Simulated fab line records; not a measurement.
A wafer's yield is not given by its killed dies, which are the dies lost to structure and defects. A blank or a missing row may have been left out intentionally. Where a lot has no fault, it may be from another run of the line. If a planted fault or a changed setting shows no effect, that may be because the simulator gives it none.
Which tool was responsible? || flow sky130 || 12 lots with 36 wafers sampled at 5 steps, on a route of 708 steps

WHAT THE GAUGES READ, wafer by wafer
SKY_SD_N_RS_MEAS_16: measurement is done with a four-point probe. Usual: SD_N_RS typically reads 68.52 ohm/sq, with standard deviation 0.17.
{"lot": "L878", "measured": "day 28 01:43", "on": "filmMetro-04", "SD_N_RS (ohm/sq)": "68.40 68.58 68.53", "flag": ""}
{"lot": "L881", "measured": "day 28 13:10", "on": "filmMetro-03", "SD_N_RS (ohm/sq)": "68.62 68.54 68.58", "flag": ""}
{"lot": "L880", "measured": "day 28 17:28", "on": "filmMetro-02", "SD_N_RS (ohm/sq)": "68.37 68.36 68.36", "flag": ""}
{"lot": "L882", "measured": "day 29 00:19", "on": "filmMetro-02", "SD_N_RS (ohm/sq)": "68.43 68.56 68.53", "flag": ""}
{"lot": "L885", "measured": "day 30 11:34", "on": "filmMetro-02", "SD_N_RS (ohm/sq)": "68.24 68.25 68.23", "flag": ""}
{"lot": "L886", "measured": "day 30 11:50", "on": "filmMetro-04", "SD_N_RS (ohm/sq)": "68.59 68.58 68.53", "flag": ""}
{"lot": "L887", "measured": "day 30 18:59", "on": "filmMetro-04", "SD_N_RS (ohm/sq)": "68.46 68.57 68.57", "flag": ""}
{"lot": "L888", "measured": "day 31 07:37", "on": "filmMetro-04", "SD_N_RS (ohm/sq)": "68.75 68.70 68.72", "flag": ""}
{"lot": "L892", "measured": "day 32 13:01", "on": "filmMetro-03", "SD_N_RS (ohm/sq)": "69.95 69.86 70.10", "flag": "OFF"}
{"lot": "L893", "measured": "day 32 19:08", "on": "filmMetro-02", "SD_N_RS (ohm/sq)": "69.80 69.61 69.70", "flag": "OFF"}
{"lot": "L899", "measured": "day 34 15:23", "on": "filmMetro-02", "SD_N_RS (ohm/sq)": "68.45 68.07 68.37", "flag": ""}
{"lot": "L901", "measured": "day 35 13:07", "on": "filmMetro-04", "SD_N_RS (ohm/sq)": "68.65 68.70 68.63", "flag": ""}

SKY_VIA1_CD_MEAS_12 targets a cd of 150 nm. Usual: cdNm reads 150.4 nm (standard deviation 1.7).
{"lot": "L878", "measured": "day 33 18:28", "on": "cdSem-02", "cdNm (nm)": "149.2 150.1 150.9", "flag": ""}
{"lot": "L881", "measured": "day 34 07:49", "on": "cdSem-01", "cdNm (nm)": "147.8 148.2 147.3", "flag": ""}
{"lot": "L880", "measured": "day 34 14:13", "on": "cdSem-02", "cdNm (nm)": "151.5 152.7 152.7", "flag": ""}
{"lot": "L882", "measured": "day 34 19:13", "on": "cdSem-01", "cdNm (nm)": "149.4 148.5 149.2", "flag": ""}
{"lot": "L885", "measured": "day 36 06:14", "on": "cdSem-01", "cdNm (nm)": "149.9 148.9 148.5", "flag": ""}
{"lot": "L886", "measured": "day 36 08:13", "on": "cdSem-01", "cdNm (nm)": "152.7 151.5 151.7", "flag": ""}
{"lot": "L887", "measured": "day 36 15:07", "on": "cdSem-02", "cdNm (nm)": "150.1 150.5 150.6", "flag": ""}
{"lot": "L888", "measured": "day 37 03:02", "on": "cdSem-01", "cdNm (nm)": "150.6 147.9 148.3", "flag": ""}
{"lot": "L892", "measured": "day 38 10:10", "on": "cdSem-02", "cdNm (nm)": "148.4 150.2 148.3", "flag": ""}
{"lot": "L893", "measured": "day 38 15:35", "on": "cdSem-02", "cdNm (nm)": "150.2 149.4 150.0", "flag": ""}
{"lot": "L899", "measured": "day 40 11:40", "on": "cdSem-02", "cdNm (nm)": "151.7 152.1 152.0", "flag": ""}
{"lot": "L901", "measured": "day 41 06:02", "on": "cdSem-02", "cdNm (nm)": "150.8 150.6 150.1", "flag": ""}

TOOL THAT RAN EACH LOT (tool first, then ch and the chambers of the sampled wafers, then the start)
{"lot": "L878", "SKY_SD_N_IMPLANT_10": "implanter-03 ch 0, day 28 01:11", "SKY_LOCAL_INTERCONNECT_STRIP_15": "plasmaAsher-01 ch 0,1, day 30 09:04", "SKY_VIA1_CMP_02": "cmp-02 ch 0,1,3, day 32 16:26"}
{"lot": "L881", "SKY_SD_N_IMPLANT_10": "implanter-03 ch 0, day 28 12:37", "SKY_LOCAL_INTERCONNECT_STRIP_15": "plasmaAsher-02 ch 0,1, day 30 21:01", "SKY_VIA1_CMP_02": "cmp-01 ch 0,1,3, day 33 05:34"}
{"lot": "L880", "SKY_SD_N_IMPLANT_10": "implanter-01 ch 0, day 28 16:56", "SKY_LOCAL_INTERCONNECT_STRIP_15": "plasmaAsher-02 ch 0,1, day 31 02:14", "SKY_VIA1_CMP_02": "cmp-02 ch 0,2,3, day 33 12:02"}
{"lot": "L882", "SKY_SD_N_IMPLANT_10": "implanter-01 ch 0, day 28 23:44", "SKY_LOCAL_INTERCONNECT_STRIP_15": "plasmaAsher-03 ch 0,1, day 31 07:01", "SKY_VIA1_CMP_02": "cmp-02 ch 0,2, day 33 16:14"}
{"lot": "L885", "SKY_SD_N_IMPLANT_10": "implanter-02 ch 0, day 30 11:02", "SKY_LOCAL_INTERCONNECT_STRIP_15": "plasmaAsher-02 ch 0,1, day 32 18:40", "SKY_VIA1_CMP_02": "cmp-02 ch 1,2,3, day 35 03:05"}
{"lot": "L886", "SKY_SD_N_IMPLANT_10": "implanter-01 ch 0, day 30 11:15", "SKY_LOCAL_INTERCONNECT_STRIP_15": "plasmaAsher-02 ch 0,1, day 32 19:11", "SKY_VIA1_CMP_02": "cmp-02 ch 0,2,3, day 35 04:52"}
{"lot": "L887", "SKY_SD_N_IMPLANT_10": "implanter-02 ch 0, day 30 18:28", "SKY_LOCAL_INTERCONNECT_STRIP_15": "plasmaAsher-02 ch 0,1, day 33 02:58", "SKY_VIA1_CMP_02": "cmp-01 ch 0,2,3, day 35 12:12"}
{"lot": "L888", "SKY_SD_N_IMPLANT_10": "implanter-01 ch 0, day 31 07:05", "SKY_LOCAL_INTERCONNECT_STRIP_15": "plasmaAsher-01 ch 0,1, day 33 14:47", "SKY_VIA1_CMP_02": "cmp-01 ch 0,2,3, day 35 23:54"}
{"lot": "L892", "SKY_SD_N_IMPLANT_10": "implanter-01 ch 0, day 32 12:28", "SKY_LOCAL_INTERCONNECT_STRIP_15": "plasmaAsher-01 ch 0,1, day 34 21:07", "SKY_VIA1_CMP_02": "cmp-02 ch 1,2,3, day 37 07:47"}
{"lot": "L893", "SKY_SD_N_IMPLANT_10": "implanter-01 ch 0, day 32 18:36", "SKY_LOCAL_INTERCONNECT_STRIP_15": "plasmaAsher-03 ch 0,1, day 35 02:40", "SKY_VIA1_CMP_02": "cmp-01 ch 0,1,2, day 37 13:10"}
{"lot": "L899", "SKY_SD_N_IMPLANT_10": "implanter-03 ch 0, day 34 14:52", "SKY_LOCAL_INTERCONNECT_STRIP_15": "plasmaAsher-02 ch 0,1, day 37 00:07", "SKY_VIA1_CMP_02": "cmp-02 ch 0,1,3, day 39 10:10"}
{"lot": "L901", "SKY_SD_N_IMPLANT_10": "implanter-01 ch 0, day 35 12:35", "SKY_LOCAL_INTERCONNECT_STRIP_15": "plasmaAsher-01 ch 0,1, day 37 21:50", "SKY_VIA1_CMP_02": "cmp-01 ch 0,1, day 40 06:22"}
- SKY_SD_N_IMPLANT_10
- SKY_LOCAL_INTERCONNECT_STRIP_15: strips in O2/N2.
- SKY_VIA1_CMP_02: polishes SiO2.

WHAT THE TOOLS THEMSELVES READ (means of the sampled wafers that have a number; where no wafer has one, the mark that the record gives instead)
SKY_SD_N_IMPLANT_10. Usual: doseIonsCm2 1.0004e+14, standard deviation 1.2e+11; faradayCurrentUA 508, standard deviation 35.
{"lot": "L878", "tool": "implanter-03", "doseIonsCm2": 1.0014e+14, "faradayCurrentUA": 471, "flag": ""}
{"lot": "L881", "tool": "implanter-03", "doseIonsCm2": 9.9973e+13, "faradayCurrentUA": 476, "flag": ""}
{"lot": "L880", "tool": "implanter-01", "doseIonsCm2": 1.0002e+14, "faradayCurrentUA": 520, "flag": ""}
{"lot": "L882", "tool": "implanter-01", "doseIonsCm2": 1.0011e+14, "faradayCurrentUA": 504, "flag": ""}
{"lot": "L885", "tool": "implanter-02", "doseIonsCm2": 1.0008e+14, "faradayCurrentUA": 572, "flag": ""}
{"lot": "L886", "tool": "implanter-01", "doseIonsCm2": 1.0006e+14, "faradayCurrentUA": 512, "flag": ""}
{"lot": "L887", "tool": "implanter-02", "doseIonsCm2": 9.9987e+13, "faradayCurrentUA": 564, "flag": ""}
{"lot": "L888", "tool": "implanter-01", "doseIonsCm2": 9.9977e+13, "faradayCurrentUA": 508, "flag": ""}
{"lot": "L892", "tool": "implanter-01", "doseIonsCm2": 4.0303e+13, "faradayCurrentUA": 230, "flag": "OFF"}
{"lot": "L893", "tool": "implanter-01", "doseIonsCm2": 4.0187e+13, "faradayCurrentUA": 223, "flag": "OFF"}
{"lot": "L899", "tool": "implanter-03", "doseIonsCm2": 1.0018e+14, "faradayCurrentUA": 469, "flag": ""}
{"lot": "L901", "tool": "implanter-01", "doseIonsCm2": 1.0017e+14, "faradayCurrentUA": 499, "flag": ""}

SKY_LOCAL_INTERCONNECT_STRIP_15. Usual: drypumpMotorCurrentA 5.5 A, standard deviation 0.43; n2FlowSccm 300.0 sccm, standard deviation 0.86; oesProductAu 0.427 a.u., standard deviation 0.0047; stripTimeToEndpointS 4.725 s, standard deviation 0.025.
{"lot": "L878", "tool": "plasmaAsher-01", "drypumpMotorCurrentA (A)": 5.3, "n2FlowSccm (sccm)": 300.1, "oesProductAu (a.u.)": 0.423, "stripTimeToEndpointS (s)": 4.719, "flag": ""}
{"lot": "L881", "tool": "plasmaAsher-02", "drypumpMotorCurrentA (A)": 5.4, "n2FlowSccm (sccm)": 300.7, "oesProductAu (a.u.)": 0.427, "stripTimeToEndpointS (s)": 4.725, "flag": ""}
{"lot": "L880", "tool": "plasmaAsher-02", "drypumpMotorCurrentA (A)": 5.4, "n2FlowSccm (sccm)": 300.3, "oesProductAu (a.u.)": 0.428, "stripTimeToEndpointS (s)": 4.738, "flag": ""}
{"lot": "L882", "tool": "plasmaAsher-03", "drypumpMotorCurrentA (A)": 5.6, "n2FlowSccm (sccm)": 299.6, "oesProductAu (a.u.)": 0.430, "stripTimeToEndpointS (s)": 4.729, "flag": ""}
{"lot": "L885", "tool": "plasmaAsher-02", "drypumpMotorCurrentA (A)": 5.3, "n2FlowSccm (sccm)": 300.0, "oesProductAu (a.u.)": 0.422, "stripTimeToEndpointS (s)": 4.694, "flag": ""}
{"lot": "L886", "tool": "plasmaAsher-02", "drypumpMotorCurrentA (A)": 5.3, "n2FlowSccm (sccm)": 300.8, "oesProductAu (a.u.)": 0.431, "stripTimeToEndpointS (s)": 4.711, "flag": ""}
{"lot": "L887", "tool": "plasmaAsher-02", "drypumpMotorCurrentA (A)": 5.3, "n2FlowSccm (sccm)": 299.5, "oesProductAu (a.u.)": 0.426, "stripTimeToEndpointS (s)": 4.752, "flag": ""}
{"lot": "L888", "tool": "plasmaAsher-01", "drypumpMotorCurrentA (A)": 5.8, "n2FlowSccm (sccm)": 300.2, "oesProductAu (a.u.)": 0.426, "stripTimeToEndpointS (s)": 4.704, "flag": ""}
{"lot": "L892", "tool": "plasmaAsher-01", "drypumpMotorCurrentA (A)": 5.7, "n2FlowSccm (sccm)": 300.4, "oesProductAu (a.u.)": 0.422, "stripTimeToEndpointS (s)": 4.722, "flag": ""}
{"lot": "L893", "tool": "plasmaAsher-03", "drypumpMotorCurrentA (A)": 5.5, "n2FlowSccm (sccm)": 299.7, "oesProductAu (a.u.)": 0.426, "stripTimeToEndpointS (s)": 4.699, "flag": ""}
{"lot": "L899", "tool": "plasmaAsher-02", "drypumpMotorCurrentA (A)": 5.4, "n2FlowSccm (sccm)": 301.7, "oesProductAu (a.u.)": 0.424, "stripTimeToEndpointS (s)": 4.713, "flag": ""}
{"lot": "L901", "tool": "plasmaAsher-01", "drypumpMotorCurrentA (A)": 5.7, "n2FlowSccm (sccm)": 299.2, "oesProductAu (a.u.)": 0.427, "stripTimeToEndpointS (s)": 4.735, "flag": ""}

SKY_VIA1_CMP_02. Usual: motorCurrentA 12.2 A, standard deviation 1; slurryFilterDpKPa 13.51 kPa, standard deviation 0.13.
{"lot": "L878", "tool": "cmp-02", "motorCurrentA (A)": 12.6, "slurryFilterDpKPa (kPa)": 13.49, "flag": ""}
{"lot": "L881", "tool": "cmp-01", "motorCurrentA (A)": 11.9, "slurryFilterDpKPa (kPa)": 13.54, "flag": ""}
{"lot": "L880", "tool": "cmp-02", "motorCurrentA (A)": 12.0, "slurryFilterDpKPa (kPa)": 13.48, "flag": ""}
{"lot": "L882", "tool": "cmp-02", "motorCurrentA (A)": 11.6, "slurryFilterDpKPa (kPa)": 13.41, "flag": ""}
{"lot": "L885", "tool": "cmp-02", "motorCurrentA (A)": 12.3, "slurryFilterDpKPa (kPa)": 13.55, "flag": ""}
{"lot": "L886", "tool": "cmp-02", "motorCurrentA (A)": 11.6, "slurryFilterDpKPa (kPa)": 13.53, "flag": ""}
{"lot": "L887", "tool": "cmp-01", "motorCurrentA (A)": 12.0, "slurryFilterDpKPa (kPa)": 13.49, "flag": ""}
{"lot": "L888", "tool": "cmp-01", "motorCurrentA (A)": 12.3, "slurryFilterDpKPa (kPa)": 13.48, "flag": ""}
{"lot": "L892", "tool": "cmp-02", "motorCurrentA (A)": 12.4, "slurryFilterDpKPa (kPa)": 13.43, "flag": ""}
{"lot": "L893", "tool": "cmp-01", "motorCurrentA (A)": 11.9, "slurryFilterDpKPa (kPa)": 13.53, "flag": ""}
{"lot": "L899", "tool": "cmp-02", "motorCurrentA (A)": 12.1, "slurryFilterDpKPa (kPa)": 13.46, "flag": ""}
{"lot": "L901", "tool": "cmp-01", "motorCurrentA (A)": 12.0, "slurryFilterDpKPa (kPa)": 13.57, "flag": ""}

THE ANSWER, worked out from the rows above alone
Rule: take the mean of a lot's wafers that have a number; if it is more than 3 standard deviations from the usual mean, the lot is off. A lot without any number at a reading at which 4 lots or more have one is off too. Any other lot the step has rows for is counted as sound. The gauges are gone through in route order, then the tools' own readings, and for those a lot's mean is taken as printed above. The first step at which some lot is off is used, and at that step the reading that is off furthest; a lot without a number counts as furthest.
Off: L892, L893, at SKY_SD_N_RS_MEAS_16 (SD_N_RS).
A tool fits if, at a process step before that reading, it ran every lot that is off, and no sound lot after the first of them. Not tried: the gauges at SKY_SD_N_RS_MEAS_16; whatever is off there is also off at SKY_SD_N_IMPLANT_10, on other tools, and gauge error can't account for it. Of those tried, none fits.

WHAT THE SIMULATOR HAD INSERTED
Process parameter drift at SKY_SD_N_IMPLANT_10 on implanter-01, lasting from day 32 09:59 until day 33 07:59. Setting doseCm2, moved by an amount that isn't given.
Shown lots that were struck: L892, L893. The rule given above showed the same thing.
